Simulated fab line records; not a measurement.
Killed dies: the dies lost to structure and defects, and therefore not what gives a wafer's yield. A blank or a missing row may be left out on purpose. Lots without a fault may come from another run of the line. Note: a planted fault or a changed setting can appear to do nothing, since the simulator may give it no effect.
Chamber matching | flow sky130 | SKY_CONTACT_CVD_00 on pecvd-04: 3 sister chambers
The step deposits Si3N4, target thk 75 nm. 3 wafers are shown with their chamber, then 11 later ones without.

## WAFERS, EACH WITH ITS CHAMBER
wafer  | chamber | heater power w (W)
L091.2 | 0       | 901
L091.6 | 1       | 748
L092.4 | 2       | 873

## WAFERS WHOSE CHAMBER IS MISSING
wafer  | heater power w (W)
L092.5 | 916
L092.6 | 710
L093.2 | 916
L093.3 | 670
L093.4 | 670
L095.2 | 731
L095.5 | 788
L095.6 | 856
L097.1 | 669
L097.2 | 914
L097.6 | 783

## EACH ONE'S CHAMBER
wafer  | from the rows above          | in truth
L092.5 | can't be placed: 0 or 2      | 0
L092.6 | 1                            | 1
L093.2 | can't be placed: 0 or 2      | 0
L093.3 | 1                            | 1
L093.4 | 1                            | 1
L095.2 | 1                            | 1
L095.5 | can't be placed: 1 or 2 or 0 | 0
L095.6 | can't be placed: 2 or 0 or 1 | 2
L097.1 | 1                            | 1
L097.2 | can't be placed: 0 or 2      | 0
L097.6 | can't be placed: 1 or 2 or 0 | 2
Placed correctly: 5 of 11. Can't be placed from these rows: 6 (the true chamber is among the candidates in 6). Wrongly placed: 0.
How it was worked out, from the rows above alone: a wafer's distance from a chamber is the root of the sum, over the readings, of the square of ((its reading less the chamber's mean) divided by the reading's scatter). If the next closest chamber is less than 2 further off than the closest, the wafer can't be placed; otherwise it belongs to the closest. Each chamber's mean is taken over the wafers shown for it. The scatter: root of mean squared gap, hidden wafer to nearest shown wafer, with one shown wafer a chamber.
